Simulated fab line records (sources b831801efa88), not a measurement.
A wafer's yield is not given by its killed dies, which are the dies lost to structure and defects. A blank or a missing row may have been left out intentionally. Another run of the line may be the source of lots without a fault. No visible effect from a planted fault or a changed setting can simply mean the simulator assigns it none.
A single fault, viewed from 2 desks -- flow sky130 -- what lay behind the numbers comes last; until then each desk has only its own

== FOR THE TOOL OWNER'S DESK: lithoTrack-04 ==
The tool's own readings at SKY_METAL3_COAT_07 (resist thk 60 nm): means of the sampled wafers that have a number, for each lot that ran on this tool. The brackets show how far a lot's mean lies from the usual mean; more than 4 standard deviations puts the lot out of limits, marked OUT.
Columns: A = spinSpeedRpm at SKY_METAL3_COAT_07, usual 2999.2 rpm
lot,first seen here,A
L799,day 41 10:17,2998.5
L805,day 42 10:49,2880.9 (-51) OUT
L806,day 43 02:25,2878.1 (-53) OUT
This desk finds L805, L806 out of limits, L805 being first, at day 42 10:49 (spinSpeedRpm at SKY_METAL3_COAT_07). Within limits: L799.

== THE METROLOGY DESK ==
Means of the sampled wafers that have a number, per lot and without regard to the tool the lot ran on: this is what the gauges read. The brackets show how far a lot's mean lies from the usual mean; more than 4 standard deviations puts the lot out of limits, marked OUT.
Columns: A = CAPM_OVL at SKY_CAPM_OVL_MEAS_12, usual 1.1 nm; B = cdNm at SKY_METAL3_CD_MEAS_13, usual 299.7 nm; C = METAL3_OVL at SKY_METAL3_OVL_MEAS_14, usual -1 nm
lot,first seen here,A,B,C
L792,day 38 06:06,0.7,300.6,-6
L799,day 40 23:14,2.7,300.4,3
L805,day 42 00:03,-0.8,301.4,1
L806,day 42 15:23,1.2,301.8,1
L811,day 43 11:11,1.5,300.5,-4
L813,day 44 00:44,0.7,298.1,0
This desk's verdict: no lot among the 6 shows anything out of limits.

== ALL TOGETHER ==
An alarm could have come from the tool owner's desk at day 42 10:49, on L805, L806.
Metrology desk: nothing out of limits seen.
The metrology desk has L805, L806 on record, within its limits.
All the named lots went through SKY_METAL3_COAT_07 on lithoTrack-04.

== WHAT THE SIMULATOR HAD PUT IN ==
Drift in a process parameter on lithoTrack-04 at SKY_METAL3_COAT_07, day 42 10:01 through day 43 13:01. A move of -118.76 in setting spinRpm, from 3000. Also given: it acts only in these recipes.
Shown lots that were struck: L805, L806.
Delay in hours, fault start to first out-of-limits reading, by desk: the tool owner's desk at 1.
